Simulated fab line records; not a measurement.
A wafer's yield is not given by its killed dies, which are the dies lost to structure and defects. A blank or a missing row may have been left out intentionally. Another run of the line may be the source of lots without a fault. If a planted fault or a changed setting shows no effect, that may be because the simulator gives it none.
Which tool is to blame?	flow sky130	6 lots, 18 wafers sampled, at 3 steps of a route of 708

## WHAT THE GAUGES READ, wafer by wafer
SKY_VT_ADJUST_HVTR_TW_MEAS_11.
lot	measured	on	VT_ADJUST_HVTR_TW
L592	day 9 20:20	filmMetro-04	211.9 212.5 211.8
L600	day 12 06:35	filmMetro-02	213.4 212.9 213.5
L604	day 13 12:50	filmMetro-01	211.3 212.5 212.2
L607	day 14 08:20	filmMetro-01	193.4 193.6 193.8
L609	day 14 22:56	filmMetro-01	193.3 193.3 193.3
L614	day 16 16:20	filmMetro-04	212.7 212.2 212.9

## WHICH TOOL RAN EACH LOT (tool, then ch and the chambers of the sampled wafers, then the start)
lot	SKY_VT_ADJUST_HVTR_IMPLANT_09	SKY_VT_ADJUST_HVTR_STRIP_10
L592	implanter-03 ch 0, day 9 20:07	plasmaAsher-04 ch 0,1, day 9 20:14
L600	implanter-02 ch 0, day 12 06:22	plasmaAsher-02 ch 0,1, day 12 06:29
L604	implanter-04 ch 0, day 13 12:36	plasmaAsher-03 ch 0,1, day 13 12:43
L607	implanter-04 ch 0, day 14 08:05	plasmaAsher-02 ch 0,1, day 14 08:14
L609	implanter-04 ch 0, day 14 22:41	plasmaAsher-03 ch 0, day 14 22:50
L614	implanter-03 ch 0, day 16 16:05	plasmaAsher-02 ch 0,1, day 16 16:14
- SKY_VT_ADJUST_HVTR_IMPLANT_09
- SKY_VT_ADJUST_HVTR_STRIP_10: strips in O2/N2.

## THE ANSWER, worked out from the rows above alone
Rule: the lots themselves supply what counts as usual. Put in order of their means at a reading, lots are off if they are a third of the lots or fewer, leave a main group of 4 or more, and stand apart from it by a gap of 3 or more times the standard deviation of the main group's means; of several such gaps the widest counts. If all means in a main group match to the digits the tables above print for the reading, that group is not used. A lot without any number at a reading at which 4 lots or more have one is off too. Any other lot the step has rows for is counted as sound.
Off: L607, L609, seen at SKY_VT_ADJUST_HVTR_TW_MEAS_11 (VT_ADJUST_HVTR_TW). The main group: mean 212.5, standard deviation 0.51.
A tool fits if, at a process step before that reading, it ran every lot that is off, and no sound lot after the first of them. The gauges at SKY_VT_ADJUST_HVTR_TW_MEAS_11 are tried like those tools. Can't be told from this: 2 tools fit, implanter-04 at SKY_VT_ADJUST_HVTR_IMPLANT_09, filmMetro-01 at SKY_VT_ADJUST_HVTR_TW_MEAS_11.

## WHAT THE SIMULATOR PUT IN
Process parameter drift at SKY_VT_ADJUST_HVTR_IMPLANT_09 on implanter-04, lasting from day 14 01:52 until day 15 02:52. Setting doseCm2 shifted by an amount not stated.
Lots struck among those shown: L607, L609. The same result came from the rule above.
